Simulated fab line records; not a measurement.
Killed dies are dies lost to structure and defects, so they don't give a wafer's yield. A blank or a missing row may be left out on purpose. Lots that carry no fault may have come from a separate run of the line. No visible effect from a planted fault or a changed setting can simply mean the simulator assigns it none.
The tool behind it: which one? / flow sky130 / route of 708 steps, sampled at 1 step: 12 lots, 36 wafers

== WHAT EACH GAUGE READ, for each wafer ==
SKY_LDD_N_TW_MEAS_17. Usual: LDD_N_TW typically reads 2577, with standard deviation 17.
lot=L358; measured=day 17 22:12; on=film_metro-03; LDD_N_TW=2554 2557 2570; flag=
lot=L361; measured=day 18 22:54; on=film_metro-03; LDD_N_TW=2569 2554 2544; flag=
lot=L362; measured=day 19 10:17; on=film_metro-01; LDD_N_TW=2572 2566 2543; flag=
lot=L363; measured=day 20 06:59; on=film_metro-01; LDD_N_TW=2554 2573 2570; flag=
lot=L366; measured=day 21 06:21; on=film_metro-03; LDD_N_TW=2599 2594 2583; flag=
lot=L367; measured=day 21 16:26; on=film_metro-02; LDD_N_TW=2591 2571 2581; flag=
lot=L368; measured=day 21 18:14; on=film_metro-02; LDD_N_TW=2576 2599 2565; flag=
lot=L370; measured=day 22 14:14; on=film_metro-03; LDD_N_TW=2600 2587 2583; flag=
lot=L378; measured=day 25 13:37; on=film_metro-03; LDD_N_TW=2600 2592 2592; flag=
lot=L379; measured=day 25 15:40; on=film_metro-03; LDD_N_TW=2597 2612 2598; flag=
lot=L381; measured=day 26 00:54; on=film_metro-03; LDD_N_TW=2571 2576 2602; flag=
lot=L380; measured=day 26 03:42; on=film_metro-03; LDD_N_TW=2598 2587 2596; flag=

== WHICH TOOL RAN EACH LOT (tool, then ch and the chambers of the sampled wafers, then the start) ==
The record holds no process step before these readings.

== AS READ BY THE TOOLS THEMSELVES (means over the sampled wafers that have a number; for cases with no such wafer, the mark the record gives instead) ==
The record holds no such reading with a usual standard deviation.

== THE ANSWER, worked out from the rows above alone ==
Rule: a lot counts as off when the mean over its wafers that have a number is more than 3 standard deviations away from the usual mean. Also off: a lot with no number at a reading for which 4 or more lots have one. All remaining lots with rows at the step are treated as sound. Order of review: gauges by route order, followed by the tools' own readings, for which a lot's mean as printed above is used. The first step at which some lot is off is used, and at that step the reading that is off furthest; a lot without a number counts as furthest.
Nothing can be told from this: no lot is off at any reading shown.

== WHAT THE SIMULATOR HAD INSERTED ==
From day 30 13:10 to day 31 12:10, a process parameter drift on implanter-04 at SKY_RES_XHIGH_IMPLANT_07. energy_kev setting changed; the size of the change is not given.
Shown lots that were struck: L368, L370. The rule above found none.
